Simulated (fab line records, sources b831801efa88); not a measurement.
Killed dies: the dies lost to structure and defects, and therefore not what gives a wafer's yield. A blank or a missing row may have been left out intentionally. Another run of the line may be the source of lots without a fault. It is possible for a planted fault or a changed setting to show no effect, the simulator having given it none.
Problem report, 8D (eight disciplines) form, completed by code :: flow gf180mcu :: the parts of the form that need people (team, actions taken, sign-off) are left out

== 1. WHAT WENT WRONG ==
Mean of strip time to endpoint s at GF_M4_STRIP_17: 7.80 s across 5 wafers in 3 lots; on wafers with no fault it is 7.39 s (standard deviation 0.035). That puts it +12 standard deviations away from the usual mean.
The step: strips in O2/N2.
The first sign was on wafer L717.1 at day 28 21:30, on plasma asher-01. The record holds 36 wafers of 12 lots with a number at this step. Rule for "out" (also "out of limits"): further than 4 standard deviations from the usual mean. The other wafers with a number count as sound.

== 2. WHAT IT IS, WHAT IT ISN'T ==
question: which readings at this step
is: strip time to endpoint s
is not: drypump motor current A, heater power w, o2 flow sccm

question: which lots
is: L717, L718, L719
is not: L700, L702, L704, L705, L706, L708, L711, L712, L713

question: which wafers of those lots
is: L717.1, L717.6, L718.1, L718.6, L719.6
is not: L717.2, L718.4, L719.2, L719.5

question: read on which tools
is: plasma asher-01, plasma asher-03
is not: plasma asher-04

question: when
is: from day 28 21:30
is not: up to then (28 sound wafers); but 3 sound wafers of L718, L719 came after

== 3. SUSPECTS, AND WHAT RULES EACH OUT ==
Counting: any tool at a process step up to the reading remains a suspect provided it ran every lot that is out. Sound lots after the first of them don't rule it out here, since some wafers of a struck lot are sound.
- litho track-01 at GF_M4_COAT_09 (resist thk 1000 nm): kept. It processed each lot that is out (first: L717, day 28 11:10); up to then, its last sound lot is L713 (day 27 10:38).
The count leaves litho track-01 at GF_M4_COAT_09.

== 4. THE CAUSE (what the simulator had put in) ==
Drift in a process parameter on litho track-01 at GF_M4_COAT_09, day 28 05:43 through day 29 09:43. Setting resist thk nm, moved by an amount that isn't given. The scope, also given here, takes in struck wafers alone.
After counting, this tool was the only one left.

== 5. THE EFFECT CHAIN, in route order ==
Each row: a reading where the mean over the struck wafers with a number is more than 3 standard deviations away from the usual. Scope: only readings with a usual standard deviation given in the record; hours: median across lots of the time from each lot's start at the first step in this table that gives one to its start at this step; sigmas: change in usual standard deviations.
hours: 0
step: GF_M4_STRIP_17
reading: oes product au
usual: 0.538 a.u.
on struck wafers: 0.555
change: +0.017
sigmas: +4.2

hours: 0
step: GF_M4_STRIP_17
reading: strip time to endpoint s
usual: 7.39 s
on struck wafers: 7.80
change: +0.41
sigmas: +12
Process steps it contains:
- GF_M4_STRIP_17: strips in O2/N2.

== 6. HOW IT WOULD HAVE BEEN CAUGHT EARLIER ==
In this record no reading fell out of limits until day 28 21:30, 16 hours after the fault had begun at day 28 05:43.
Lots out: 3; of these, L719 started GF_M4_COAT_09 on litho track-01 after day 28 21:30. Holding the tool at that time would have saved it.
